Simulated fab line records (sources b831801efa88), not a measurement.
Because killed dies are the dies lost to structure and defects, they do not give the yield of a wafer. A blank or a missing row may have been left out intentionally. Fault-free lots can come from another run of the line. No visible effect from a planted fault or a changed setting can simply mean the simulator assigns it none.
fab line records + flow sky130
[record]
- lots = 7
- wafers = 21
- last_day = 50
route steps=708 shown LDD_HVP@288 LDD_LDN@289 PAD_OPEN@708
lots with no fault: from the same line, run without faults
start_h: hours from the record's first day to the start of the lot's first wafer shown + wait_h: hours from the lot's prior step to this one + " identical to the entry in the row above + L1.1+2: a row that stands for several wafers + - value missing, or start not given + * or withheld: withheld + < > ~ a bound
route shown NAME@n: names a module that has steps shown in the file, with the first one's number in the route + usual: the fault-free wafers' mean and standard deviation + same: alike in all rows + chamber/n: place in a boat + sites: per-site readings + _std_site: the standard deviation of these + _edge_site: outer sites' mean less inner sites' + radius_mm: how far each site lies from the wafer's centre + mask NAME#n: copy n + behind: tool/chamber where the wafer was last shaped + hold: reason for holding the lot/hours on hold/outcome of the hold + device: the transistor (n, p or np) that didn't switch + end of line: the tests these same wafers got at the end of their route + a step given without rows: its recipe and nothing more + killed: dies lost to structure and defects at the first sort, not the wafer's yield + map: dies across one wafer; x = killed, . = not, _ = none there
set.NAME: the run value of the setting; set.NAME@STEP: its run value at that earlier step + model.NAME: the simulator's own value behind a step, which no gauge read
lots seen at some steps along the route; tables by step, rows by wafer
services: when a tool's chamber went out of use (start_h, in hours from the record's first day, below 0 if earlier), for how many hours, and the reason
[[steps]]
[step SKY_LDD_HVP_TW_MEAS_10]
[usual]
- LDD_HVP_TW = 459.5/2.7
| lot.wafer | tool          | chamber | start_h | wait_h | LDD_HVP_TW |
|-----------|---------------|---------|---------|--------|------------|
| L508.4    | film_metro-02 | -       | 508.83  | 0.1    | 457.3      |
| L508.5    | "             | -       | "       | "      | 461.8      |
| L508.6    | "             | -       | "       | "      | 460.3      |
| L515.1    | film_metro-02 | -       | 572.87  | 0.1    | 457.4      |
| L515.2    | "             | -       | "       | "      | 460.2      |
| L515.5    | "             | -       | "       | "      | 458.3      |
| L523.3    | film_metro-02 | -       | 625.64  | 0.1    | 460.3      |
| L523.4    | "             | -       | "       | "      | 463.2      |
| L523.5    | "             | -       | "       | "      | 463.2      |
| L525.3    | film_metro-02 | -       | 645.47  | 0.1    | 463.0      |
| L525.5    | "             | -       | "       | "      | 462.1      |
| L525.6    | "             | -       | "       | "      | 460.3      |
| L526.3    | film_metro-01 | -       | 651.12  | 0.1    | 452.5      |
| L526.4    | "             | -       | "       | "      | 453.1      |
| L526.5    | "             | -       | "       | "      | 453.0      |
| L527.1    | film_metro-03 | -       | 660.50  | 0.1    | 461.8      |
| L527.2    | "             | -       | "       | "      | 462.9      |
| L527.6    | "             | -       | "       | "      | 462.8      |
| L528.1    | film_metro-02 | -       | 674.04  | 0.1    | 462.7      |
| L528.2    | "             | -       | "       | "      | 463.5      |
| L528.4    | "             | -       | "       | "      | 463.4      |
[step SKY_LDD_LDN_DEHYDRATE_00]
[recipe]
- temp_c = 200
- time_s = 60
[step SKY_LDD_LDN_HMDS_01]
[recipe]
- prime_time_s = 60
- prime_temp_c = 120
[step SKY_LDD_LDN_COAT_02]
[recipe]
- resist = NOVOLAK
- spin_rpm = 3000
- resist_thk_nm = 1140
[step SKY_LDD_LDN_SOFTBAKE_03]
[recipe]
- temp_c = 90
- time_s = 60
- resist = NOVOLAK
[step SKY_LDD_LDN_EXPOSE_04]
[recipe]
- mask_id = LDNTM
- na = 0.6
- source_shape = conventional
- sigma_outer = 0.6
- polarization = unpolarized
- target_cd_nm = 700
- dose_mj = 140
[step SKY_LDD_LDN_PEB_05]
[recipe]
- temp_c = withheld
- time_s = *
- resist = NOVOLAK
[step SKY_LDD_LDN_DEVELOP_06]
[recipe]
- resist = NOVOLAK
- developer = TMAH
- develop_time_s = 60
- dev_temp_c = 23
[step SKY_LDD_LDN_OVL_MEAS_07]
[usual]
- LDD_LDN_OVL = 0.4/1.3
| lot.wafer | tool       | chamber | start_h | wait_h | LDD_LDN_OVL[nm] |
|-----------|------------|---------|---------|--------|-----------------|
| L508.4    | overlay-01 | -       | 537.82  | 0.1    | 2.5             |
| L508.5    | "          | -       | "       | "      | 2.7             |
| L508.6    | "          | -       | "       | "      | 0.3             |
| L515.1    | overlay-01 | -       | 602.78  | 0.1    | 0.9             |
| L515.2    | "          | -       | "       | "      | 0.7             |
| L515.5    | "          | -       | "       | "      | 0.9             |
| L523.3    | overlay-02 | -       | 653.87  | 0.1    | 0.4             |
| L523.4    | "          | -       | "       | "      | -0.1            |
| L523.5    | "          | -       | "       | "      | -0.4            |
| L525.3    | overlay-02 | -       | 675.32  | 0.1    | 0.7             |
| L525.5    | "          | -       | "       | "      | 1.7             |
| L525.6    | "          | -       | "       | "      | 1.9             |
| L526.3    | overlay-02 | -       | 679.92  | 0.1    | 0.5             |
| L526.4    | "          | -       | "       | "      | -0.7            |
| L526.5    | "          | -       | "       | "      | 0.1             |
| L527.1    | overlay-02 | -       | 689.31  | 0.1    | -1.7            |
| L527.2    | "          | -       | "       | "      | -1.2            |
| L527.6    | "          | -       | "       | "      | -0.7            |
| L528.1    | overlay-01 | -       | 702.05  | 0.1    | 0.2             |
| L528.2    | "          | -       | "       | "      | 0.1             |
| L528.4    | "          | -       | "       | "      | 1.4             |
[step SKY_LDD_LDN_IMPLANT_08]
[recipe]
- species = As
- energy_kev = 15
- dose_cm2 = 1.25e+13
- tilt_deg = withheld
- rotation_deg = 23
[step SKY_LDD_LDN_IMPLANT_09]
[recipe]
- species = As
- energy_kev = 15
- dose_cm2 = 1.25e+13
- tilt_deg = withheld
- rotation_deg = 113
[step SKY_LDD_LDN_IMPLANT_10]
[recipe]
- species = As
- energy_kev = 15
- dose_cm2 = 1.25e+13
- tilt_deg = withheld
- rotation_deg = 203
[step SKY_LDD_LDN_IMPLANT_11]
[recipe]
- species = As
- energy_kev = 15
- dose_cm2 = 1.25e+13
- tilt_deg = withheld
- rotation_deg = 293
[usual]
- dose_ions_cm2 = 1.2498e+13/1.4e+10
- faraday_current_uA = 70.4/1.3
| lot.wafer | tool         | chamber | start_h | wait_h | dose_ions_cm2 | faraday_current_uA |
|-----------|--------------|---------|---------|--------|---------------|--------------------|
| L508.4    | implanter-04 | 0       | 538.52  | 0.1    | 1.2496e+13    | 70.5               |
| L508.5    | "            | 0       | "       | "      | 1.2496e+13    | 71.0               |
| L508.6    | "            | 0       | "       | "      | 1.2498e+13    | 69.1               |
| L515.1    | implanter-01 | 0       | 603.27  | 0.1    | 1.2498e+13    | 70.4               |
| L515.2    | "            | 0       | "       | "      | 1.248e+13     | 72.6               |
| L515.5    | "            | 0       | "       | "      | 1.2504e+13    | 71.1               |
| L523.3    | implanter-01 | 0       | 654.39  | 0.1    | 4.294e+12     | 24.9               |
| L523.4    | "            | 0       | "       | "      | 4.294e+12     | 23.8               |
| L523.5    | "            | 0       | "       | "      | 4.294e+12     | 25.0               |
| L525.3    | implanter-01 | 0       | 675.85  | 0.1    | 4.324e+12     | 24.8               |
| L525.5    | "            | 0       | "       | "      | 4.304e+12     | 24.0               |
| L525.6    | "            | 0       | "       | "      | 4.336e+12     | 24.4               |
| L526.3    | implanter-01 | 0       | 680.45  | 0.1    | 4.321e+12     | 24.6               |
| L526.4    | "            | 0       | "       | "      | 4.303e+12     | 23.4               |
| L526.5    | "            | 0       | "       | "      | 4.303e+12     | 24.3               |
| L527.1    | implanter-04 | 0       | 689.80  | 0.1    | 1.251e+13     | 70.8               |
| L527.2    | "            | 0       | "       | "      | 1.249e+13     | 69.3               |
| L527.6    | "            | 0       | "       | "      | 1.2487e+13    | 71.8               |
| L528.1    | implanter-04 | 0       | 702.54  | 0.1    | 1.2529e+13    | 69.8               |
| L528.2    | "            | 0       | "       | "      | 1.2517e+13    | 72.0               |
| L528.4    | "            | 0       | "       | "      | 1.2516e+13    | 69.4               |
[step SKY_LDD_LDN_STRIP_12]
[recipe]
- chemistry = O2/N2
- power_w = 1400
- pressure_mtorr = 1500
- platen_temp_c = withheld
- o2_flow_sccm = 3000
- n2_flow_sccm = 300
- overash_fraction = 0.5
[usual]
- drypump_motor_current_A = 5.8/0.51
- o2_flow_sccm = 2999/9
- oes_product_au = 0.716/0.0047
- strip_time_to_endpoint_s = 14.20/0.044
| lot.wafer | tool            | chamber | start_h | wait_h | drypump_motor_current_A | o2_flow_sccm | oes_product_au | rf_hours_counter_h | strip_time_to_endpoint_s |
|-----------|-----------------|---------|---------|--------|-------------------------|--------------|----------------|--------------------|--------------------------|
| L508.4    | plasma_asher-04 | 0       | 538.62  | 0.1    | 5.3                     | 3002         | 0.710          | -                  | 14.18                    |
| L508.5    | "               | 0       | "       | "      | 5.4                     | 3003         | 0.711          | -                  | 14.19                    |
| L508.6    | "               | 1       | "       | "      | 6.7                     | 3014         | 0.709          | -                  | 14.12                    |
| L515.1    | plasma_asher-02 | 1       | 603.42  | 0.1    | 5.6                     | 3003         | 0.721          | 93                 | 14.10                    |
| L515.2    | "               | 0       | "       | "      | 5.9                     | 2991         | 0.716          | 93                 | 14.18                    |
| L515.5    | "               | 1       | "       | "      | 5.6                     | 3002         | 0.723          | -                  | 14.12                    |
| L523.3    | plasma_asher-01 | 1       | 654.52  | 0.1    | 6.2                     | 2995         | 0.716          | -                  | 14.21                    |
| L523.4    | "               | 0       | "       | "      | 5.3                     | 3007         | 0.714          | -                  | 14.21                    |
| L523.5    | "               | 1       | "       | "      | 6.3                     | 2997         | 0.718          | -                  | 14.20                    |
| L525.3    | plasma_asher-04 | 0       | 675.98  | 0.1    | 5.4                     | 3013         | 0.715          | -                  | 14.20                    |
| L525.5    | "               | 1       | "       | "      | 6.6                     | 3004         | 0.720          | -                  | 14.22                    |
| L525.6    | "               | 0       | "       | "      | 5.3                     | 2982         | 0.710          | -                  | 14.23                    |
| L526.3    | plasma_asher-01 | 0       | 680.58  | 0.1    | 5.3                     | 2998         | 0.719          | -                  | 14.21                    |
| L526.4    | "               | 1       | "       | "      | 6.3                     | 2983         | 0.717          | -                  | 14.17                    |
| L526.5    | "               | 1       | "       | "      | 6.3                     | 2988         | 0.713          | -                  | 14.18                    |
| L527.1    | plasma_asher-01 | 0       | 689.95  | 0.1    | 5.3                     | 2991         | 0.718          | 23                 | 14.28                    |
| L527.2    | "               | 1       | "       | "      | 6.3                     | 3000         | 0.704          | 23                 | 14.29                    |
| L527.6    | "               | 1       | "       | "      | 6.2                     | 2984         | 0.712          | -                  | 14.25                    |
| L528.1    | plasma_asher-02 | 1       | 702.69  | 0.1    | 5.6                     | 2997         | 0.716          | 102                | 14.21                    |
| L528.2    | "               | 0       | "       | "      | 5.9                     | 3007         | 0.710          | 102                | 14.20                    |
| L528.4    | "               | 0       | "       | "      | 5.8                     | 2991         | 0.716          | -                  | 14.20                    |
[step SKY_LDD_LDN_TW_MEAS_13]
[usual]
- LDD_LDN_TW = 1478/9.5
| lot.wafer | tool          | chamber | start_h | wait_h | LDD_LDN_TW |
|-----------|---------------|---------|---------|--------|------------|
| L508.4    | film_metro-03 | -       | 538.72  | 0.1    | 1498       |
| L508.5    | "             | -       | "       | "      | 1491       |
| L508.6    | "             | -       | "       | "      | 1496       |
| L515.1    | film_metro-01 | -       | 603.52  | 0.1    | 1476       |
| L515.2    | "             | -       | "       | "      | 1478       |
| L515.5    | "             | -       | "       | "      | 1489       |
| L523.3    | film_metro-01 | -       | 654.61  | 0.1    | 1396       |
| L523.4    | "             | -       | "       | "      | 1396       |
| L523.5    | "             | -       | "       | "      | 1390       |
| L525.3    | film_metro-03 | -       | 676.07  | 0.1    | 1416       |
| L525.5    | "             | -       | "       | "      | 1409       |
| L525.6    | "             | -       | "       | "      | 1413       |
| L526.3    | film_metro-04 | -       | 680.69  | 0.1    | 1387       |
| L526.4    | "             | -       | "       | "      | 1396       |
| L526.5    | "             | -       | "       | "      | 1395       |
| L527.1    | film_metro-01 | -       | 690.05  | 0.1    | 1471       |
| L527.2    | "             | -       | "       | "      | 1476       |
| L527.6    | "             | -       | "       | "      | 1480       |
| L528.1    | film_metro-01 | -       | 702.79  | 0.1    | 1482       |
| L528.2    | "             | -       | "       | "      | 1476       |
| L528.4    | "             | -       | "       | "      | 1480       |
[step SKY_LDD_LDN_CLEAN_14]
[recipe]
- chemistry = SC1/SC2
- mix = 1:4:20
- temp_c = 70
- time_s = 150
- dry = n2_spin
[step SKY_PAD_OPEN_PROBE_99]
[usual]
- killed_at_M0_to_M3 = 42/6.4
- killed_at_M4_up = 3.2/1.9
- killed_at_contacts = 24/4.8
- killed_at_front_end = 16/4.4
- killed_at_other = 0.3/0.55
- killed_dies = 86/8.6
- killed_open = 46/6.6
- killed_short = 39/5.7
[same]
- gross_dies = 492
- killed_at_back_side = 0
| lot.wafer | tool      | chamber | start_h | wait_h | killed_at_M0_to_M3 | killed_at_M4_up | killed_at_contacts | killed_at_front_end | killed_at_other | killed_dies | killed_open | killed_short | model.etest.tip_sonos.rs_ohm_sq |
|-----------|-----------|---------|---------|--------|--------------------|-----------------|--------------------|---------------------|-----------------|-------------|-------------|--------------|---------------------------------|
| L508.4    | prober-02 | -       | 1084.20 | 0.2    | 34                 | 2               | 25                 | 15                  | 0               | 76          | 42          | 33           | 2661                            |
| L508.5    | prober-02 | -       | 1084.25 | 0.2    | 41                 | 5               | 17                 | 17                  | 0               | 80          | 37          | 43           | 2659                            |
| L508.6    | prober-02 | -       | 1084.30 | 0.2    | 48                 | 0               | 23                 | 13                  | 0               | 84          | 48          | 35           | 2594                            |
| L515.1    | prober-02 | -       | 1130.70 | 0.1    | 55                 | 3               | 30                 | 13                  | 0               | 101         | 57          | 44           | 2748                            |
| L515.2    | prober-02 | -       | 1130.75 | 0.1    | 38                 | 0               | 28                 | 19                  | 0               | 85          | 49          | 35           | 2734                            |
| L515.5    | prober-02 | -       | 1130.90 | 0.2    | 42                 | 2               | 21                 | 13                  | 1               | 79          | 45          | 33           | 2687                            |
| L523.3    | prober-02 | -       | 1163.18 | 0.2    | 46                 | 0               | 32                 | 13                  | 1               | 92          | 46          | 46           | 3048                            |
| L523.4    | prober-02 | -       | 1163.23 | 0.2    | 28                 | 6               | 34                 | 11                  | 1               | 80          | 46          | 34           | 3084                            |
| L523.5    | prober-02 | -       | 1163.28 | 0.2    | 39                 | 4               | 30                 | 7                   | 1               | 81          | 43          | 38           | 3062                            |
| L525.3    | prober-02 | -       | 1174.39 | 0.2    | 39                 | 5               | 25                 | 21                  | 1               | 91          | 48          | 40           | 2873                            |
| L525.5    | prober-02 | -       | 1174.49 | 0.2    | 41                 | 2               | 21                 | 18                  | 0               | 82          | 42          | 40           | 2868                            |
| L525.6    | prober-02 | -       | 1174.54 | 0.2    | 49                 | 3               | 19                 | 18                  | 0               | 89          | 48          | 41           | 2844                            |
| L526.3    | prober-01 | -       | 1178.48 | 0.2    | 37                 | 3               | 16                 | 14                  | 0               | 70          | 44          | 26           | 2868                            |
| L526.4    | prober-01 | -       | 1178.53 | 0.2    | 53                 | 4               | 23                 | 24                  | 0               | 104         | 50          | 54           | 2902                            |
| L526.5    | prober-01 | -       | 1178.58 | 0.2    | 49                 | 2               | 27                 | 12                  | 0               | 90          | 48          | 42           | 2841                            |
| L527.1    | prober-01 | -       | 1182.70 | 0.1    | 52                 | 3               | 30                 | 6                   | 0               | 91          | 53          | 38           | 2534                            |
| L527.2    | prober-01 | -       | 1182.75 | 0.1    | 36                 | 5               | 28                 | 16                  | 1               | 86          | 44          | 42           | 2516                            |
| L527.6    | prober-01 | -       | 1182.95 | 0.2    | 39                 | 4               | 24                 | 13                  | 0               | 80          | 45          | 35           | 2570                            |
| L528.1    | prober-02 | -       | 1191.57 | 0.1    | 40                 | 2               | 21                 | 20                  | 0               | 83          | 52          | 31           | 2607                            |
| L528.2    | prober-02 | -       | 1191.62 | 0.1    | 45                 | 3               | 13                 | 12                  | 0               | 73          | 37          | 36           | 2615                            |
| L528.4    | prober-02 | -       | 1191.72 | 0.2    | 41                 | 1               | 25                 | 16                  | 1               | 84          | 46          | 38           | 2583                            |
// killed by level:class
L508.4 LOCAL_INTERCONNECT:geometric_particle:short=8 POLY_GATE:geometric_particle:open=7 VIA2:geometric_particle:open=7 VIA3:geometric_particle:open=7 CONTACT:geometric_particle:open=6 METAL1:geometric_particle:short=6 VIA1:geometric_particle:open=5 POLY_GATE:geometric_particle:short=4
L508.5 METAL2:geometric_particle:short=8 VIA1:geometric_particle:open=6 FIELD_ISO:geometric_particle:short=5 CONTACT:geometric_particle:open=5 METAL1:geometric_particle:short=5 VIA2:geometric_particle:open=5 POLY_GATE:geometric_particle:open=4 LOCAL_INTERCONNECT:geometric_particle:short=4
L508.6 LOCAL_INTERCONNECT:geometric_particle:short=8 METAL1:geometric_particle:short=8 VIA1:geometric_particle:open=8 VIA3:geometric_particle:open=8 VIA2:geometric_particle:open=7 LI_CONTACT:geometric_particle:open=5 METAL1:geometric_particle:open=5 CONTACT:geometric_particle:short=4
L515.1 VIA1:geometric_particle:open=11 CONTACT:geometric_particle:open=9 METAL1:geometric_particle:short=9 VIA2:geometric_particle:open=8 VIA3:geometric_particle:open=8 LI_CONTACT:geometric_particle:short=7 LI_CONTACT:geometric_particle:open=6 CONTACT:geometric_particle:short=5
L515.2 VIA1:geometric_particle:open=13 CONTACT:geometric_particle:open=9 CONTACT:geometric_particle:short=6 LI_CONTACT:geometric_particle:open=6 METAL2:geometric_particle:short=5 VIA2:geometric_particle:open=5 FIELD_ISO:geometric_particle:short=4 POLY_GATE:geometric_particle:open=4
L515.5 VIA1:geometric_particle:open=11 CONTACT:geometric_particle:open=8 METAL1:geometric_particle:short=7 VIA3:geometric_particle:open=7 LI_CONTACT:geometric_particle:open=6 VIA2:geometric_particle:open=5 VIA1:geometric_particle:short=4 METAL2:geometric_particle:short=4
L523.3 LI_CONTACT:geometric_particle:open=10 CONTACT:geometric_particle:open=10 VIA1:geometric_particle:open=9 VIA1:geometric_particle:short=8 VIA3:geometric_particle:open=7 METAL1:geometric_particle:short=6 LOCAL_INTERCONNECT:geometric_particle:short=5 CONTACT:geometric_particle:short=5
L523.4 CONTACT:geometric_particle:open=16 LI_CONTACT:geometric_particle:open=10 VIA1:geometric_particle:open=7 METAL1:geometric_particle:short=5 METAL4:geometric_particle:short=5 LI_CONTACT:geometric_particle:short=4 FIELD_ISO:geometric_particle:short=3 POLY_GATE:geometric_particle:open=3
L523.5 LI_CONTACT:geometric_particle:open=9 CONTACT:geometric_particle:open=8 VIA1:geometric_particle:open=8 VIA3:geometric_particle:open=7 LOCAL_INTERCONNECT:geometric_particle:short=7 CONTACT:geometric_particle:short=5 FIELD_ISO:geometric_particle:short=4 VIA2:geometric_particle:short=4
L525.3 CONTACT:geometric_particle:open=9 VIA1:geometric_particle:open=9 VIA3:geometric_particle:open=8 FIELD_ISO:geometric_particle:short=6 LI_CONTACT:geometric_particle:open=6 METAL2:geometric_particle:short=5 VIA2:geometric_particle:open=5 FIELD_ISO:geometric_particle:open=4
L525.5 VIA1:geometric_particle:open=8 LI_CONTACT:geometric_particle:open=7 VIA1:geometric_particle:short=7 VIA2:geometric_particle:open=7 VIA3:geometric_particle:open=6 POLY_GATE:geometric_particle:short=5 POLY_GATE:geometric_particle:open=5 FIELD_ISO:geometric_particle:short=4
L525.6 VIA1:geometric_particle:open=12 CONTACT:geometric_particle:open=8 METAL2:geometric_particle:short=7 VIA3:geometric_particle:open=7 METAL1:geometric_particle:short=6 VIA2:geometric_particle:open=6 LI_CONTACT:geometric_particle:open=5 FIELD_ISO:geometric_particle:short=4
L526.3 CONTACT:geometric_particle:open=10 VIA1:geometric_particle:open=6 VIA3:geometric_particle:open=6 METAL2:geometric_particle:short=5 POLY_GATE:geometric_particle:open=5 VIA1:geometric_particle:short=4 VIA2:geometric_particle:short=4 FIELD_ISO:geometric_particle:open=3
L526.4 VIA1:geometric_particle:open=13 METAL1:geometric_particle:short=9 CONTACT:geometric_particle:open=8 FIELD_ISO:geometric_particle:open=7 FIELD_ISO:geometric_particle:short=6 LOCAL_INTERCONNECT:geometric_particle:short=5 CONTACT:geometric_particle:short=5 METAL1:geometric_particle:open=5
L526.5 CONTACT:geometric_particle:open=10 VIA1:geometric_particle:open=9 VIA2:geometric_particle:open=8 METAL1:geometric_particle:short=7 LI_CONTACT:geometric_particle:open=6 VIA3:geometric_particle:open=6 LOCAL_INTERCONNECT:geometric_particle:short=5 VIA1:geometric_particle:short=5
L527.1 VIA1:geometric_particle:open=16 CONTACT:geometric_particle:open=12 CONTACT:geometric_particle:short=9 VIA2:geometric_particle:open=6 VIA3:geometric_particle:open=5 LI_CONTACT:geometric_particle:open=5 METAL2:geometric_particle:short=4 VIA1:geometric_particle:short=4
L527.2 VIA1:geometric_particle:open=11 LI_CONTACT:geometric_particle:open=7 CONTACT:geometric_particle:short=7 LOCAL_INTERCONNECT:geometric_particle:short=6 CONTACT:geometric_particle:open=6 FIELD_ISO:geometric_particle:open=5 VIA1:geometric_particle:short=5 VIA3:geometric_particle:open=5
L527.6 VIA1:geometric_particle:open=12 LOCAL_INTERCONNECT:geometric_particle:short=6 LI_CONTACT:geometric_particle:short=5 VIA3:geometric_particle:open=5 VIA2:geometric_particle:open=5 FIELD_ISO:geometric_particle:open=4 POLY_GATE:geometric_particle:open=4 CONTACT:geometric_particle:short=4
L528.1 CONTACT:geometric_particle:open=12 VIA3:geometric_particle:open=11 FIELD_ISO:geometric_particle:open=8 VIA1:geometric_particle:open=5 VIA2:geometric_particle:open=5 LI_CONTACT:geometric_particle:open=4 FIELD_ISO:geometric_particle:short=4 VIA1:geometric_particle:short=4
L528.2 VIA1:geometric_particle:open=7 VIA3:geometric_particle:open=7 VIA1:geometric_particle:short=6 VIA2:geometric_particle:open=6 VIA2:geometric_particle:short=5 LI_CONTACT:geometric_particle:open=4 VIA3:geometric_particle:short=4 POLY_GATE:geometric_particle:open=3
L528.4 CONTACT:geometric_particle:open=10 LI_CONTACT:geometric_particle:open=8 VIA3:geometric_particle:open=8 VIA1:geometric_particle:short=7 FIELD_ISO:geometric_particle:short=5 METAL1:geometric_particle:short=5 VIA1:geometric_particle:open=5 METAL2:geometric_particle:short=4
[[services]]
| tool            | chamber | start_h | hours | kind   |
|-----------------|---------|---------|-------|--------|
| implanter-01    | -       | 526.52  | 0.7   | repair |
| plasma_asher-01 | -       | 551.27  | 2.0   | repair |
| implanter-01    | -       | 561.96  | 22.0  | pm     |
| implanter-04    | -       | 567.32  | 5.9   | pm     |
| implanter-04    | -       | 584.45  | 1.7   | repair |
| implanter-04    | -       | 618.39  | 2.8   | pm     |
| plasma_asher-04 | -       | 624.56  | 5.9   | repair |
| plasma_asher-04 | -       | 653.97  | 2.2   | repair |
| plasma_asher-02 | -       | 670.67  | 3.7   | repair |
| plasma_asher-02 | -       | 674.76  | 6.2   | repair |
| implanter-01    | -       | 700.44  | 1.3   | repair |
| plasma_asher-04 | -       | 702.46  | 1.8   | repair |
[[key]]
[first_sign]
- step = SKY_LDD_LDN_IMPLANT_11
- reading = dose_ions_cm2
- direction = down
- sigmas = 99+
- usual = *
- struck = *
[effect]
- step = SKY_LDD_LDN_IMPLANT_11
- reading = faraday_current_uA
- direction = down
- sigmas = 35
- usual = 70.4
- struck = 24.3
[effect]
- step = SKY_LDD_LDN_TW_MEAS_13
- reading = LDD_LDN_TW
- direction = down
- sigmas = 8.3
- usual = 1478
- struck = 1400
[model_effect]
- step = SKY_PAD_OPEN_PROBE_99
- value = etest.tip_sonos.rs_ohm_sq
- without = 2680
- struck = 2932
met_at SKY_LDD_LDN_IMPLANT_11
struck_wafers L523.3,L523.4,L523.5,L525.3,L525.5,L525.6,L526.3,L526.4,L526.5
tester_left_out L523,L525,L526
onset_between 603.27 654.39
[fault]
- kind = process_parameter_drift
- tool = implanter-01
- chamber = -
- onset_h = 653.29
- steps = SKY_LDD_LDN_IMPLANT_11
- channel = dose_cm2
- offset = *
- shape = step
- end_h = 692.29
- acts_in = *
- stated = *
// tester_left_out: of these lots the tester's yield and bins aren't shown, on N5 and GAA mostly nor the transistor test; their killed dies are dies lost to structure and defects alone, not to doping, threshold or leakage, so they don't give the yield
